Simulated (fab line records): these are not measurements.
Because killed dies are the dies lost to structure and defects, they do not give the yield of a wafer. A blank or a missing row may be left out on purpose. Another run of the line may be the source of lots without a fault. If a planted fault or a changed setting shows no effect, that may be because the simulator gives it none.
Which tool did it?	flow gf180mcu	13 lots, 39 wafers sampled, at 6 steps of a route of 602

## WHAT THE GAUGES SHOWED, per wafer
GF_STI_CD_MEAS_12: the cd target is 220 nm.
lot	measured	on	cd_nm (nm)
L470	day 2 01:22	cd_sem-02	219.5 219.4 219.9
L473	day 2 17:17	cd_sem-02	220.7 221.6 219.9
L474	day 2 21:07	cd_sem-02	221.9 220.8 222.1
L475	day 3 03:53	cd_sem-01	218.0 219.1 218.1
L476	day 3 08:55	cd_sem-01	221.5 222.0 221.1
L477	day 3 13:38	cd_sem-02	218.3 218.4 219.0
L479	day 4 00:53	cd_sem-01	218.7 220.4 219.2
L481	day 4 11:02	cd_sem-01	220.7 219.5 221.1
L482	day 4 15:22	cd_sem-01	218.9 218.7 219.0
L483	day 4 20:47	cd_sem-02	220.3 221.8 221.5
L484	day 5 03:22	cd_sem-02	221.1 221.4 221.0
L490	day 6 08:11	cd_sem-01	222.0 220.6 221.4
L492	day 6 18:25	cd_sem-01	219.6 219.3 220.3

GF_POLY_GATE_OVL_MEAS_11.
lot	measured	on	POLY_GATE_OVL (nm)
L470	day 9 08:13	overlay-01	8 5 6
L473	day 9 23:19	overlay-01	-3 -2 -8
L474	day 10 09:37	overlay-01	-4 1 1
L475	day 10 17:37	overlay-01	6 1 3
L476	day 10 23:40	overlay-01	2 0 -2
L477	day 11 07:34	overlay-02	-2 0 1
L479	day 11 23:37	overlay-01	7 -3 1
L481	day 12 10:07	overlay-02	2 -2 -4
L482	day 12 20:46	overlay-02	-5 -4 -5
L483	day 13 00:55	overlay-01	1 0 5
L484	day 13 13:31	overlay-01	-3 3 1
L490	day 15 04:42	overlay-01	1 -3 -8
L492	day 15 15:52	overlay-02	-14 2 -6

GF_HV_LDD_CD_MEAS_31: the cd target is 400 nm.
lot	measured	on	cd_nm (nm)
L470	day 11 16:29	cd_sem-02	399.9 401.9 401.4
L473	day 12 09:38	cd_sem-02	396.0 398.4 395.6
L474	day 12 20:40	cd_sem-02	400.0 401.6 401.6
L475	day 13 05:59	cd_sem-01	397.4 399.1 399.3
L476	day 13 11:34	cd_sem-01	402.1 400.9 401.1
L477	day 13 20:17	cd_sem-01	401.8 401.8 403.2
L479	day 14 13:49	cd_sem-01	401.9 400.4 398.0
L481	day 15 01:46	cd_sem-01	400.5 402.9 402.7
L482	day 15 12:34	cd_sem-01	397.3 399.3 397.3
L483	day 15 16:47	cd_sem-01	400.5 400.0 403.0
L484	day 16 08:07	cd_sem-02	402.4 399.2 400.5
L490	day 18 02:31	cd_sem-02	- - -
L492	day 18 13:21	cd_sem-02	398.2 397.2 397.7

GF_HV_LDD_TW_MEAS_38.
lot	measured	on	HV_LDD_3_TW
L470	day 11 17:20	film_metro-02	1435 1439 1436
L473	day 12 10:29	film_metro-01	1474 1462 1462
L474	day 12 21:30	film_metro-01	1464 1463 1463
L475	day 13 06:50	film_metro-04	1431 1429 1433
L476	day 13 12:24	film_metro-02	1453 1451 1456
L477	day 13 21:07	film_metro-04	1439 1429 1433
L479	day 14 14:38	film_metro-04	1438 1442 1434
L481	day 15 02:37	film_metro-04	1442 1443 1451
L482	day 15 13:24	film_metro-04	1437 1444 1441
L483	day 15 17:38	film_metro-04	1442 1448 1447
L484	day 16 08:57	film_metro-01	1465 1467 1466
L490	day 18 03:22	film_metro-01	30 31 31 31 31 31
L492	day 18 14:12	film_metro-04	1434 1436 1437

GF_SAB_THK_MEAS_01.
lot	measured	on	SAB_CVD_00_THK (nm)
L470	day 14 09:40	film_metro-03	50.2 50.1 50.8
L473	day 15 04:14	film_metro-02	48.8 49.4 49.5
L474	day 15 15:39	film_metro-02	49.5 50.6 50.2
L475	day 16 02:47	film_metro-02	49.2 49.1 51.1
L476	day 16 11:21	film_metro-02	50.2 51.0 50.8
L477	day 16 17:38	film_metro-04	50.4 50.1 50.3
L479	day 17 11:44	film_metro-04	49.2 49.9 49.9
L481	day 17 23:45	film_metro-03	49.8 49.9 50.2
L482	day 18 12:49	film_metro-03	48.5 50.1 49.5
L483	day 18 17:26	film_metro-04	49.4 49.5 50.5
L484	day 19 14:36	film_metro-03	49.2 49.9 50.1
L492	day 21 18:12	film_metro-04	49.5 49.9 50.2

## TOOL THAT RAN EACH LOT (tool first, then ch and the chambers of the sampled wafers, then the start)
lot	GF_HV_LDD_EXPOSE_28
L470	iline_stepper-02 ch 0, day 11 07:35
L473	iline_stepper-01 ch 0, day 12 00:20
L474	iline_stepper-01 ch 0, day 12 10:51
L475	iline_stepper-01 ch 0, day 12 20:01
L476	iline_stepper-01 ch 0, day 13 02:04
L477	iline_stepper-02 ch 0, day 13 09:49
L479	iline_stepper-01 ch 0, day 14 03:51
L481	iline_stepper-02 ch 0, day 14 14:52
L482	iline_stepper-01 ch 0, day 15 02:32
L483	iline_stepper-01 ch 0, day 15 06:26
L484	iline_stepper-01 ch 0, day 15 21:05
L490	iline_stepper-01 ch 0, day 17 15:07
L492	iline_stepper-01 ch 0, day 18 02:14
- GF_HV_LDD_EXPOSE_28: exposes mask Nplus HV AREA, target cd 400 nm.

## WHAT THE TOOLS THEMSELVES READ (means of the sampled wafers that have a number; where no wafer has one, the mark that the record gives instead)
The record holds no such reading with a usual standard deviation.

## THE ANSWER, worked out from the rows above alone
Rule: usual is defined by the lots themselves. The widest of any qualifying gaps counts: lots, ordered by their means at a reading, are off when they make up no more than a third of the lots, leave a main group of 4 or more, and stand apart from it by 3 or more times the standard deviation of that group's means. If all means in a main group match to the digits the tables above print for the reading, that group is not used. Also off: a lot with no number at a reading for which 4 or more lots have one. All remaining lots with rows at the step are treated as sound. Order of review: gauges by route order, followed by the tools' own readings, for which a lot's mean as printed above is used. At the first step where some lot is off, the reading lying furthest off is the one used; lots without a number count as furthest.
Off: L490 (GF_HV_LDD_CD_MEAS_31, cd_nm). Without a number there: L490. The main group has a mean of 400.1 nm with a standard deviation of 1.8.
If a tool, at a process step before that reading, ran all the lots that are off and no sound lot after the first of them, it fits. The gauges at GF_HV_LDD_CD_MEAS_31 aren't tried: what is off there is off at GF_HV_LDD_TW_MEAS_38 too, on other tools, and a gauge's error can't cause that. None of those tried fits.

## WHAT HAD BEEN PUT IN BY THE SIMULATOR
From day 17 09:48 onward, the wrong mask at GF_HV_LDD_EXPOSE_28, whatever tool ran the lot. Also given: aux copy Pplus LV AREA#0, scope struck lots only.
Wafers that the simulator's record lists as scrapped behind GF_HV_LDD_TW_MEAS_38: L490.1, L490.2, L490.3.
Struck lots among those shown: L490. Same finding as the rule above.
